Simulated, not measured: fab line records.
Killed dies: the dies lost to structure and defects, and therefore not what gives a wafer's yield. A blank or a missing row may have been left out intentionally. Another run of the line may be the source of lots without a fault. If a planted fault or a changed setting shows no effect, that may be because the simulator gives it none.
fab line records	flow sky130
record lots=11	wafers=33	last-day=51
route steps=708 shown NWELL@68 VT_ADJUST_LVTN@117 VT_ADJUST_NCORE@128 VT_ADJUST_PCH@152 PAD_OPEN@708
lots that met no fault: taken from a fault-free run of the same line
start-h: hours from the record's first day to the start of the lot's first wafer shown	wait-h: hours elapsed since this lot's preceding step	" same as the row above	L1.1+2: a row that stands for several wafers	- no value, or no start was given	* or withheld: withheld	< > ~ a bound
route shown NAME@n: NAME is a module with steps in the file, n the number in the route of the first one	usual: mean/standard deviation of fault-free wafers	same: alike in all rows	chamber/n: place in a boat	sites: per-site readings	_std_site: standard deviation across them	_edge_site: inner sites' mean taken away from outer sites' mean	radius-mm: for every site, how far away it sits from the centre of the wafer	mask NAME#n: copy n	behind: the tool/chamber that last shaped the wafer	hold: why the lot went on hold/how many hours it stayed there/how the hold came to an end	device: whichever transistor did not switch (one of n, p or np)	end of line: tests run on the same wafers once the route is complete	a step with no rows: only its recipe	killed: dies that structure and defects cost at the first sort, which is not the same as the wafer's yield	map: dies across one wafer; x = killed, . = not, _ = none there
set.NAME: the setting the step ran with; set.NAME@STEP: the setting that earlier step ran with	model.NAME: the simulator's own value behind a step, which no gauge read
the route's steps for a sample of lots (tables are steps, rows are wafers)
services: a tool's chamber out of use, with start hour (start-h, from the record's first day; less than 0 if before it), hours out, and reason
## steps
# step SKY_NWELL_TW_MEAS_15
# usual NWELL_TW=1850/24
lot.wafer	tool	chamber	start-h	wait-h	NWELL_TW
L821.1	film-metro-04	-	79.87	0.1	1822
L821.2	"	-	"	"	1822
L821.4	"	-	"	"	1821
L823.3	film-metro-01	-	108.43	0.1	1863
L823.4	"	-	"	"	1864
L823.6	"	-	"	"	1859
L825.2	film-metro-01	-	111.69	0.1	1860
L825.3	"	-	"	"	1866
L825.5	"	-	"	"	1876
L824.1	film-metro-01	-	112.00	0.1	1860
L824.4	"	-	"	"	1863
L824.5	"	-	"	"	1858
L826.1	film-metro-01	-	122.87	0.1	1869
L826.4	"	-	"	"	1877
L826.5	"	-	"	"	1869
L829.2	film-metro-01	-	140.25	0.1	1875
L829.3	"	-	"	"	1875
L829.6	"	-	"	"	1874
L830.1	film-metro-04	-	140.59	0.1	1811
L830.2	"	-	"	"	1807
L830.6	"	-	"	"	1808
L836.1	film-metro-01	-	174.94	0.1	1865
L836.4	"	-	"	"	1869
L836.6	"	-	"	"	1874
L837.3	film-metro-02	-	177.46	0.1	1832
L837.4	"	-	"	"	1835
L837.5	"	-	"	"	1824
L838.2	film-metro-01	-	185.20	0.1	1867
L838.4	"	-	"	"	1870
L838.5	"	-	"	"	1872
L844.2	film-metro-01	-	227.53	0.1	1878
L844.5	"	-	"	"	1878
L844.6	"	-	"	"	1874
# step SKY_VT_ADJUST_LVTN_STRIP_20
# recipe chemistry=O2/N2	power-w=1400	pressure-mtorr=1500	platen-temp-c=withheld	o2-flow-sccm=3000	n2-flow-sccm=300	overash-fraction=0.5
# usual drypump-motor-current-A=5.6/0.46	oes-product-au=0.715/0.0049	strip-time-to-endpoint-s=14.20/0.047
lot.wafer	tool	chamber	start-h	wait-h	drypump-motor-current-A	oes-product-au	rf-hours-counter-h	strip-time-to-endpoint-s
L821.1	plasma-asher-04	1	152.42	0.1	6.1	0.715	34	14.16
L821.2	"	0	"	"	6.1	0.712	34	14.17
L821.4	"	1	"	"	6.1	0.716	-	14.12
L823.3	plasma-asher-01	0	186.15	0.1	5.7	0.720	-	14.20
L823.4	"	1	"	"	4.9	0.716	-	14.18
L823.6	"	0	"	"	5.8	0.709	-	14.18
L825.2	plasma-asher-03	0	189.09	0.1	5.3	0.712	7	14.11
L825.3	"	1	"	"	5.9	0.715	-	14.12
L825.5	"	1	"	"	5.9	0.724	-	14.09
L824.1	plasma-asher-01	1	189.52	0.1	4.9	0.710	51	14.26
L824.4	"	1	"	"	4.9	0.724	-	14.28
L824.5	"	0	"	"	5.7	0.715	-	14.22
L826.1	plasma-asher-04	0	202.87	0.1	6.1	0.714	39	14.14
L826.4	"	0	"	"	6.1	0.711	-	14.11
L826.5	"	0	"	"	6.2	0.718	-	14.18
L829.2	plasma-asher-04	1	222.92	0.1	6.2	0.724	41	14.22
L829.3	"	0	"	"	6.2	0.718	-	14.24
L829.6	"	1	"	"	6.1	0.702	-	14.26
L830.1	plasma-asher-01	0	224.77	0.1	5.7	0.716	54	14.23
L830.2	"	1	"	"	4.9	0.712	54	14.23
L830.6	"	0	"	"	5.8	0.716	-	14.18
L836.1	plasma-asher-04	0	264.17	0.1	6.1	0.715	45	14.18
L836.4	"	1	"	"	6.2	0.712	-	14.21
L836.6	"	0	"	"	6.1	0.712	-	14.22
L837.3	plasma-asher-04	0	267.57	0.1	6.2	0.715	-	14.21
L837.4	"	1	"	"	6.2	0.718	-	14.23
L837.5	"	1	"	"	6.1	0.715	-	14.20
L838.2	plasma-asher-01	1	276.92	0.1	5.0	0.711	58	14.22
L838.4	"	0	"	"	5.7	0.715	-	14.21
L838.5	"	0	"	"	5.8	0.723	-	14.20
L844.2	plasma-asher-01	0	327.52	0.1	5.8	0.722	64	14.25
L844.5	"	1	"	"	4.9	0.719	-	14.24
L844.6	"	0	"	"	5.7	0.712	-	14.22
# step SKY_VT_ADJUST_NCORE_IMPLANT_09
# recipe species=B	energy-kev=10	dose-cm2=2.4e+12	tilt-deg=withheld
# usual beam-on-s=10.02/0.2	dose-ions-cm2=2.4003e+12/2.1e+09	end-station-pressure-torr=5.02e-06/2.5e-07	faraday-current-uA=13.51/0.26
# same implant-ion-amu=11
lot.wafer	tool	chamber	start-h	wait-h	beam-on-s	dose-ions-cm2	end-station-pressure-torr	faraday-current-uA
L821.1	implanter-04	0	172.06	0.0	10.07	2.4004e+12	5.06e-06	13.37
L821.2	"	0	"	"	10.23	2.4015e+12	4.95e-06	13.18
L821.4	"	0	"	"	9.91	2.3982e+12	4.62e-06	13.67
L823.3	implanter-03	0	207.57	0.1	9.77	2.3991e+12	4.79e-06	13.78
L823.4	"	0	"	"	9.99	2.4018e+12	4.78e-06	13.53
L823.6	"	0	"	"	10.03	2.4035e+12	4.82e-06	13.50
L825.2	implanter-03	0	210.42	0.0	10.08	2.3999e+12	4.82e-06	13.36
L825.3	"	0	"	"	9.97	2.3956e+12	5.23e-06	13.58
L825.5	"	0	"	"	10.09	2.3989e+12	5.44e-06	13.48
L824.1	implanter-04	0	211.16	0.0	9.66	2.3973e+12	4.7e-06	14.00
L824.4	"	0	"	"	9.52	2.4e+12	4.97e-06	14.15
L824.5	"	0	"	"	10.27	2.4041e+12	4.98e-06	13.28
L826.1	implanter-03	0	225.46	0.0	10.14	2.3977e+12	5.33e-06	13.37
L826.4	"	0	"	"	10.16	2.4002e+12	5.15e-06	13.32
L826.5	"	0	"	"	10.66	2.4006e+12	5.02e-06	12.70
L829.2	implanter-03	0	245.42	0.0	10.13	2.3993e+12	5.32e-06	13.37
L829.3	"	0	"	"	10.08	2.4002e+12	4.68e-06	13.44
L829.6	"	0	"	"	9.89	2.4008e+12	4.97e-06	13.72
L830.1	implanter-03	0	247.35	0.0	9.87	2.4035e+12	4.72e-06	13.62
L830.2	"	0	"	"	9.89	2.4002e+12	4.9e-06	13.74
L830.6	"	0	"	"	10.24	2.399e+12	5.36e-06	13.22
L836.1	implanter-04	0	289.44	0.0	11.90	2.3997e+12	8.47e-05	11.36
L836.4	"	0	"	"	11.44	2.3988e+12	8.466e-05	11.81
L836.6	"	0	"	"	11.61	2.3988e+12	8.341e-05	11.57
L837.3	implanter-04	0	292.14	0.1	11.85	2.4006e+12	9.146e-05	11.40
L837.4	"	0	"	"	11.76	2.4011e+12	9.124e-05	11.42
L837.5	"	0	"	"	12.04	2.4018e+12	9.374e-05	11.22
L838.2	implanter-04	0	302.22	0.0	11.86	2.4009e+12	9.244e-05	11.39
L838.4	"	0	"	"	12.01	2.4026e+12	8.814e-05	11.26
L838.5	"	0	"	"	11.45	2.4043e+12	9.34e-05	11.77
L844.2	implanter-02	0	353.99	0.0	10.10	2.3983e+12	5.07e-06	13.40
L844.5	"	0	"	"	10.25	2.3988e+12	5.15e-06	13.24
L844.6	"	0	"	"	9.68	2.3974e+12	4.73e-06	13.98
# step SKY_VT_ADJUST_NCORE_TW_MEAS_11
# usual VT_ADJUST_NCORE_TW=219.6/1.1
lot.wafer	tool	chamber	start-h	wait-h	VT_ADJUST_NCORE_TW
L821.1	film-metro-04	-	172.31	0.1	218.3
L821.2	"	-	"	"	220.0
L821.4	"	-	"	"	219.0
L823.3	film-metro-03	-	207.79	0.1	218.8
L823.4	"	-	"	"	217.2
L823.6	"	-	"	"	218.4
L825.2	film-metro-02	-	210.65	0.1	221.8
L825.3	"	-	"	"	220.5
L825.5	"	-	"	"	221.0
L824.1	film-metro-04	-	211.41	0.1	220.3
L824.4	"	-	"	"	218.9
L824.5	"	-	"	"	219.0
L826.1	film-metro-04	-	225.71	0.1	219.4
L826.4	"	-	"	"	219.4
L826.5	"	-	"	"	219.5
L829.2	film-metro-02	-	245.65	0.1	220.1
L829.3	"	-	"	"	219.5
L829.6	"	-	"	"	220.8
L830.1	film-metro-03	-	247.60	0.1	220.0
L830.2	"	-	"	"	220.9
L830.6	"	-	"	"	219.8
L836.1	film-metro-04	-	289.69	0.1	230.3
L836.4	"	-	"	"	230.1
L836.6	"	-	"	"	228.4
L837.3	film-metro-04	-	292.36	0.1	229.7
L837.4	"	-	"	"	230.7
L837.5	"	-	"	"	230.8
L838.2	film-metro-03	-	302.45	0.1	231.8
L838.4	"	-	"	"	230.5
L838.5	"	-	"	"	231.7
L844.2	film-metro-03	-	354.23	0.1	219.9
L844.5	"	-	"	"	219.3
L844.6	"	-	"	"	219.4
# step SKY_VT_ADJUST_PCH_STRIP_09
# recipe chemistry=O2/N2	power-w=1400	pressure-mtorr=1500	platen-temp-c=withheld	o2-flow-sccm=3000	n2-flow-sccm=300	overash-fraction=0.5
# usual drypump-motor-current-A=5.5/0.35	oes-product-au=0.722/0.0046	strip-time-to-endpoint-s=36.91/0.12
lot.wafer	tool	chamber	start-h	wait-h	drypump-motor-current-A	oes-product-au	rf-hours-counter-h	strip-time-to-endpoint-s
L821.1	plasma-asher-03	0	214.80	0.1	5.3	0.719	9	37.06
L821.2	"	1	"	"	5.9	0.724	9	36.99
L821.4	"	1	"	"	5.9	0.723	-	36.97
L823.3	plasma-asher-02	1	253.08	0.1	5.4	0.717	-	36.68
L823.4	"	0	"	"	5.1	0.729	-	36.81
L823.6	"	0	"	"	5.1	0.714	-	36.80
L825.2	plasma-asher-03	0	255.82	0.1	5.3	0.719	13	37.00
L825.3	"	0	"	"	5.3	0.726	-	36.86
L825.5	"	0	"	"	5.3	0.723	-	36.93
L824.1	plasma-asher-03	0	257.07	0.1	5.3	0.728	14	36.85
L824.4	"	0	"	"	5.3	0.712	-	36.90
L824.5	"	0	"	"	5.3	0.728	-	36.83
L826.1	plasma-asher-03	0	273.07	0.1	5.3	0.721	15	37.06
L826.4	"	0	"	"	5.3	0.729	-	37.01
L826.5	"	0	"	"	5.3	0.719	-	37.02
L829.2	plasma-asher-03	0	294.20	0.1	5.3	0.715	17	36.82
L829.3	"	1	"	"	6.0	0.728	-	36.82
L829.6	"	0	"	"	5.3	0.723	-	36.89
L830.1	plasma-asher-01	1	296.87	0.1	5.0	0.718	61	36.82
L830.2	"	0	"	"	5.7	0.726	61	36.83
L830.6	"	1	"	"	4.9	0.717	-	36.87
L836.1	plasma-asher-03	0	341.57	0.1	5.3	0.723	22	36.75
L836.4	"	1	"	"	5.9	0.726	-	36.82
L836.6	"	0	"	"	5.3	0.721	-	36.79
L837.3	plasma-asher-01	0	344.80	0.1	5.7	0.718	-	36.69
L837.4	"	1	"	"	4.9	0.712	-	36.71
L837.5	"	1	"	"	5.0	0.725	-	36.71
L838.2	plasma-asher-03	1	356.07	0.1	5.9	0.726	24	37.03
L838.4	"	1	"	"	5.9	0.723	-	36.94
L838.5	"	0	"	"	5.3	0.716	-	36.92
L844.2	plasma-asher-02	0	411.10	0.1	5.1	0.726	70	36.87
L844.5	"	1	"	"	5.4	0.720	-	37.06
L844.6	"	0	"	"	5.1	0.728	-	37.03
# step SKY_PAD_OPEN_PROBE_99
# usual killed_at_M0_to_M3=44/7.4	killed_at_M4_up=3.2/2	killed-at-contacts=24/5.1	killed-at-front-end=15/4.8	killed-at-other=0.2/0.46	killed-dies=86/10	killed-open=47/7.5	killed-short=39/7
# same gross-dies=492	killed-at-back-side=0
lot.wafer	tool	chamber	start-h	wait-h	killed_at_M0_to_M3	killed_at_M4_up	killed-at-contacts	killed-at-front-end	killed-at-other	killed-dies	killed-open	killed-short
L823.3	prober-01	-	1095.90	0.2	50	1	22	18	0	91	55	35
L823.4	prober-01	-	1095.95	0.2	48	1	22	22	0	93	52	40
L823.6	prober-01	-	1096.05	0.2	43	1	19	19	2	84	57	26
L825.2	prober-02	-	1096.90	0.1	50	5	29	11	1	96	56	40
L825.3	prober-02	-	1096.95	0.2	49	3	19	22	0	93	43	50
L825.5	prober-02	-	1097.05	0.2	41	5	26	19	0	91	47	44
L829.2	prober-02	-	1130.23	0.1	51	5	24	6	0	86	36	47
L829.3	prober-02	-	1130.28	0.2	42	2	27	11	2	84	38	44
L829.6	prober-02	-	1130.43	0.2	39	6	28	11	0	84	41	43
L830.1	prober-01	-	1135.73	0.1	36	3	23	24	0	86	49	37
L830.2	prober-01	-	1135.78	0.1	41	2	22	18	0	83	49	34
L830.6	prober-01	-	1135.98	0.2	40	4	20	23	0	87	46	41
L837.3	prober-02	-	1170.81	0.2	42	1	23	8	0	74	35	39
L837.4	prober-02	-	1170.86	0.2	44	2	22	16	0	84	34	50
L837.5	prober-02	-	1170.91	0.2	51	3	20	12	0	86	48	38
L838.2	prober-02	-	1173.49	0.1	36	1	21	10	0	68	48	20
L838.4	prober-02	-	1173.59	0.2	37	5	29	15	0	86	33	53
L838.5	prober-02	-	1173.64	0.2	34	1	41	22	0	98	57	41
L844.2	prober-02	-	1211.88	0.1	58	2	15	14	0	89	43	46
L844.5	prober-02	-	1212.03	0.2	53	3	27	12	0	95	52	43
L844.6	prober-02	-	1212.08	0.2	41	3	23	11	1	79	50	29
# killed by level:class
L823.3 VIA1:geometric-particle:open=15 CONTACT:geometric-particle:open=9 VIA2:geometric-particle:open=8 METAL1:geometric-particle:short=7 VIA3:geometric-particle:open=6 FIELD_ISO:geometric-particle:open=4 POLY_GATE:geometric-particle:open=4 METAL2:geometric-particle:short=4
L823.4 VIA3:geometric-particle:open=12 CONTACT:geometric-particle:open=10 FIELD_ISO:geometric-particle:short=7 METAL1:geometric-particle:short=7 VIA1:geometric-particle:open=6 FIELD_ISO:geometric-particle:open=4 LI_CONTACT:geometric-particle:open=4 LOCAL_INTERCONNECT:geometric-particle:short=4
L823.6 VIA2:geometric-particle:open=12 FIELD_ISO:geometric-particle:open=8 VIA1:geometric-particle:open=8 LI_CONTACT:geometric-particle:open=7 CONTACT:geometric-particle:open=7 METAL2:geometric-particle:short=7 VIA3:geometric-particle:open=6 FIELD_ISO:geometric-particle:short=5
L825.2 CONTACT:geometric-particle:open=15 VIA2:geometric-particle:open=10 VIA1:geometric-particle:short=8 VIA1:geometric-particle:open=8 METAL1:geometric-particle:short=7 LI_CONTACT:geometric-particle:open=6 VIA3:geometric-particle:open=6 METAL2:geometric-particle:short=5
L825.3 VIA1:geometric-particle:short=11 CONTACT:geometric-particle:open=8 VIA1:geometric-particle:open=7 VIA3:geometric-particle:open=6 POLY_GATE:geometric-particle:open=6 SPACER:geometric-particle:short=6 METAL1:geometric-particle:short=5 VIA2:geometric-particle:short=5
L825.5 CONTACT:geometric-particle:open=9 VIA1:geometric-particle:open=8 METAL1:geometric-particle:short=8 VIA2:geometric-particle:open=7 VIA3:geometric-particle:open=7 LOCAL_INTERCONNECT:geometric-particle:short=6 METAL2:geometric-particle:short=5 POLY_CUT:geometric-particle:short=4
L829.2 VIA1:geometric-particle:open=9 METAL2:geometric-particle:short=9 CONTACT:geometric-particle:open=9 METAL1:geometric-particle:short=9 LI_CONTACT:geometric-particle:open=6 VIA2:geometric-particle:open=6 CONTACT:geometric-particle:short=5 VIA1:geometric-particle:short=5
L829.3 CONTACT:geometric-particle:open=12 METAL1:geometric-particle:short=11 VIA1:geometric-particle:open=8 VIA3:geometric-particle:open=7 LOCAL_INTERCONNECT:geometric-particle:short=6 CONTACT:geometric-particle:short=6 POLY_GATE:geometric-particle:short=5 FIELD_ISO:geometric-particle:short=4
L829.6 LI_CONTACT:geometric-particle:open=9 VIA1:geometric-particle:open=9 CONTACT:geometric-particle:open=8 VIA1:geometric-particle:short=7 METAL2:geometric-particle:short=7 METAL4:geometric-particle:short=5 FIELD_ISO:geometric-particle:short=4 LI_CONTACT:geometric-particle:short=4
L830.1 VIA1:geometric-particle:open=12 FIELD_ISO:geometric-particle:open=8 CONTACT:geometric-particle:open=8 FIELD_ISO:geometric-particle:short=6 VIA2:geometric-particle:open=6 CONTACT:geometric-particle:short=5 POLY_GATE:geometric-particle:open=4 METAL2:geometric-particle:short=4
L830.2 VIA1:geometric-particle:open=13 CONTACT:geometric-particle:open=10 FIELD_ISO:geometric-particle:open=8 FIELD_ISO:geometric-particle:short=7 VIA2:geometric-particle:open=6 VIA1:geometric-particle:short=6 LOCAL_INTERCONNECT:geometric-particle:short=5 LI_CONTACT:geometric-particle:open=3
L830.6 VIA1:geometric-particle:open=9 LI_CONTACT:geometric-particle:open=7 FIELD_ISO:geometric-particle:short=6 METAL1:geometric-particle:short=6 METAL2:geometric-particle:short=6 VIA2:geometric-particle:open=6 CONTACT:geometric-particle:open=5 VIA1:geometric-particle:short=5
L837.3 CONTACT:geometric-particle:open=9 CONTACT:geometric-particle:short=8 VIA1:geometric-particle:open=8 METAL2:geometric-particle:short=7 VIA2:geometric-particle:open=5 VIA2:geometric-particle:short=5 METAL3:geometric-particle:short=4 FIELD_ISO:geometric-particle:short=3
L837.4 VIA2:geometric-particle:open=9 METAL2:geometric-particle:short=8 LOCAL_INTERCONNECT:geometric-particle:short=7 CONTACT:geometric-particle:short=6 FIELD_ISO:geometric-particle:short=5 METAL1:geometric-particle:short=5 VIA1:geometric-particle:open=5 LI_CONTACT:geometric-particle:open=4
L837.5 VIA1:geometric-particle:open=13 VIA2:geometric-particle:open=7 VIA2:geometric-particle:short=6 CONTACT:geometric-particle:open=6 LI_CONTACT:geometric-particle:short=5 METAL1:geometric-particle:short=5 LI_CONTACT:geometric-particle:open=4 VIA3:geometric-particle:open=4
L838.2 CONTACT:geometric-particle:open=9 VIA1:geometric-particle:open=9 LI_CONTACT:geometric-particle:open=8 VIA3:geometric-particle:open=7 VIA2:geometric-particle:open=6 METAL2:geometric-particle:short=4 VIA1:geometric-particle:short=4 POLY_GATE:geometric-particle:open=3
L838.4 LOCAL_INTERCONNECT:geometric-particle:short=9 VIA2:geometric-particle:open=7 CONTACT:geometric-particle:open=7 POLY_GATE:geometric-particle:short=6 VIA1:geometric-particle:short=6 LI_CONTACT:geometric-particle:open=6 METAL1:geometric-particle:short=6 FIELD_ISO:geometric-particle:short=5
L838.5 CONTACT:geometric-particle:open=15 LI_CONTACT:geometric-particle:open=9 CONTACT:geometric-particle:short=9 VIA1:geometric-particle:open=8 FIELD_ISO:geometric-particle:open=7 POLY_GATE:geometric-particle:open=5 LOCAL_INTERCONNECT:geometric-particle:short=5 METAL2:geometric-particle:short=5
L844.2 VIA1:geometric-particle:open=12 METAL1:geometric-particle:short=10 VIA3:geometric-particle:open=9 CONTACT:geometric-particle:open=7 VIA1:geometric-particle:short=7 METAL2:geometric-particle:short=6 CONTACT:geometric-particle:short=4 VIA3:geometric-particle:short=4
L844.5 CONTACT:geometric-particle:open=11 VIA2:geometric-particle:open=11 VIA1:geometric-particle:open=10 VIA1:geometric-particle:short=10 CONTACT:geometric-particle:short=8 METAL2:geometric-particle:short=6 FIELD_ISO:geometric-particle:short=5 FIELD_ISO:geometric-particle:open=5
L844.6 CONTACT:geometric-particle:open=12 VIA2:geometric-particle:open=9 LI_CONTACT:geometric-particle:open=7 VIA1:geometric-particle:open=6 METAL2:geometric-particle:short=5 METAL1:geometric-particle:short=4 FIELD_ISO:geometric-particle:open=3 POLY_GATE:geometric-particle:open=3
## services
tool	chamber	start-h	hours	kind
implanter-02	-	129.46	3.9	pm
plasma-asher-01	-	137.26	1.7	repair
implanter-02	-	151.72	1.5	repair
implanter-03	-	166.76	5.5	pm
implanter-02	-	169.88	3.6	repair
implanter-04	-	216.68	1.1	repair
implanter-03	-	234.22	2.3	pm
plasma-asher-01	-	244.93	0.5	repair
plasma-asher-04	-	250.25	0.4	repair
plasma-asher-01	-	252.68	9.1	repair
plasma-asher-03	-	279.11	2.8	pm
implanter-04	-	287.19	2.2	repair
implanter-03	-	290.35	2.0	pm
implanter-03	-	292.36	13.6	pm
plasma-asher-02	-	295.69	2.2	repair
implanter-03	-	314.74	2.1	repair
plasma-asher-02	-	317.88	5.0	repair
implanter-04	-	326.33	1.4	repair
implanter-04	-	327.69	4.9	pm
implanter-02	-	330.83	3.2	repair
plasma-asher-01	-	346.97	1.5	repair
implanter-03	-	354.22	2.9	repair
plasma-asher-02	-	357.40	0.4	repair
implanter-03	-	395.89	2.1	repair
## key
first-sign step=SKY_VT_ADJUST_NCORE_IMPLANT_09	reading=end-station-pressure-torr	direction=up	sigmas=99+	usual=5.02e-06	struck=8.924e-05
effect step=SKY_VT_ADJUST_NCORE_IMPLANT_09	reading=beam-on-s	direction=up	sigmas=8.9	usual=10.02	struck=11.77
effect step=SKY_VT_ADJUST_NCORE_TW_MEAS_11	reading=VT_ADJUST_NCORE_TW	direction=up	sigmas=10	usual=219.6	struck=230.4
met-at SKY_VT_ADJUST_NCORE_IMPLANT_09
struck-lots L836,L837,L838
tester-left-out L836,L837,L838
not-acting-at SKY_NWELL_TW_MEAS_15,SKY_VT_ADJUST_LVTN_STRIP_20,SKY_VT_ADJUST_PCH_STRIP_09
onset-between 211.16 289.44
fault kind=process-parameter-drift	tool=implanter-04	chamber=-	onset-h=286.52	steps=SKY_VT_ADJUST_NCORE_IMPLANT_09	channel=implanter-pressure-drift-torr	offset=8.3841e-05	shape=step	end-h=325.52
fault kind=process-parameter-drift	tool=implanter-04	chamber=-	onset-h=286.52	steps=SKY_VT_ADJUST_NCORE_IMPLANT_09	channel=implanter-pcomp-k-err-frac	offset=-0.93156	shape=step	end-h=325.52
# tester-left-out: of these lots the tester's yield and bins aren't shown, on N5 and GAA mostly nor the transistor test; their killed dies are dies lost to structure and defects alone, not to doping, threshold or leakage, so they don't give the yield
